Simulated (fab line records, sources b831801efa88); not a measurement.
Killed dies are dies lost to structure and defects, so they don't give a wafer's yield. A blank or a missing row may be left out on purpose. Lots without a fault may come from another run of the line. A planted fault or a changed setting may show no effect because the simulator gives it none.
Chamber matching | flow sky130 | SKY_VIA4_CMP_21 on cmp-01: 4 sister chambers
The step polishes, stops on SiO2, t overpolish 25 s, target thk 0 nm. 8 wafers are shown with their chamber, then 7 later ones without.

WAFERS WITH THEIR CHAMBER
wafer  | chamber | motor_current_A (A) | time_to_endpoint_s (s)
L134.3 | 0       | 10.6                | 127
L138.1 | 2       | 10.1                | 120
L138.2 | 1       | 9.5                 | 125
L143.1 | 0       | 11.4                | 124
L143.2 | 3       | 10.9                | 122
L143.5 | 2       | 10.5                | 116
L147.1 | 3       | 10.9                | 119
L147.2 | 1       | 10.4                | 118

WAFERS WITHOUT THEIR CHAMBER
wafer  | motor_current_A (A) | time_to_endpoint_s (s)
L147.6 | 10.5                | 114
L151.1 | 10.4                | 118
L151.2 | 11.1                | 119
L151.6 | 10.0                | 120
L155.2 | 10.7                | 126
L155.4 | 10.9                | 127
L155.5 | 11.3                | 127

WHICH CHAMBER EACH WENT THROUGH
wafer  | from the rows above               | in truth
L147.6 | can't be placed: 2 or 3 or 1      | 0
L151.1 | can't be placed: 2 or 3 or 1      | 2
L151.2 | can't be placed: 3 or 2 or 0      | 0
L151.6 | can't be placed: 1 or 2 or 3      | 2
L155.2 | can't be placed: 0 or 3 or 1 or 2 | 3
L155.4 | can't be placed: 0 or 3           | 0
L155.5 | can't be placed: 0 or 3           | 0
Placed correctly: 0 of 7. Can't be placed from these rows: 7 (the true chamber is among the candidates in 6). Placed wrongly: 0.
How it was worked out, from the rows above alone: a wafer's distance from a chamber is the root of the sum, over the readings, of the square of ((its reading less the chamber's mean) divided by the reading's scatter). The wafer belongs to the nearest chamber; if the next one is less than 2 further off, it can't be placed. A chamber's mean is the mean of its shown wafers. The scatter: the root of (the sum of the squares of (reading less its chamber's mean) over the shown wafers, divided by (wafers less chambers)).
